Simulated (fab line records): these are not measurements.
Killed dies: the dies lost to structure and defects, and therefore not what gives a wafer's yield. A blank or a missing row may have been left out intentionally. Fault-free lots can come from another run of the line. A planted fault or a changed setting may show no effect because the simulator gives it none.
Chamber matching	flow sky130	cmp-01 running SKY_CONTACT_CMP_27: 4 sister chambers
The step polishes, stops on SiO2, t overpolish 15 s, target thk 0 nm. 8 wafers are shown with their chamber, then 10 later ones without.

## WAFERS WITH THEIR CHAMBER
wafer	chamber	motor current A (A)	platen rpm (rpm)
L554.6	2	12.1	59.91
L558.3	2	11.8	59.95
L559.5	0	8.8	59.97
L560.2	3	9.8	60.02
L566.1	3	10.2	59.93
L566.5	1	10.8	59.95
L567.2	0	8.7	59.99
L567.3	1	11.2	59.99

## WAFERS MISSING THEIR CHAMBER
wafer	motor current A (A)	platen rpm (rpm)
L567.6	10.8	60.10
L568.3	10.5	59.95
L568.5	10.5	60.06
L568.6	9.1	59.97
L572.2	8.6	60.02
L572.4	12.5	60.01
L572.6	11.4	59.94
L576.1	9.9	59.97
L576.2	10.6	59.92
L576.3	12.7	59.95

## EACH ONE'S CHAMBER
wafer	from the rows above	in truth
L567.6	can't be placed: 1 or 3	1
L568.3	can't be placed: 1 or 3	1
L568.5	can't be placed: 3 or 1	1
L568.6	0	0
L572.2	0	0
L572.4	2	2
L572.6	can't be placed: 1 or 2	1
L576.1	3	3
L576.2	can't be placed: 1 or 3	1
L576.3	2	2
Placed correctly: 5 of 10. Unplaceable from these rows: 5, with the true chamber sitting among the candidates in 5. 0 placed wrongly.
How it was worked out, from the rows above alone: a wafer's distance from a chamber is the root of the sum, over the readings, of the square of ((its reading less the chamber's mean) divided by the reading's scatter). If the next closest chamber is less than 2 further off than the closest, the wafer can't be placed; otherwise it belongs to the closest. A chamber's mean is the mean of its shown wafers. The scatter: the root of (the sum of the squares of (reading less its chamber's mean) over the shown wafers, divided by (wafers less chambers)).
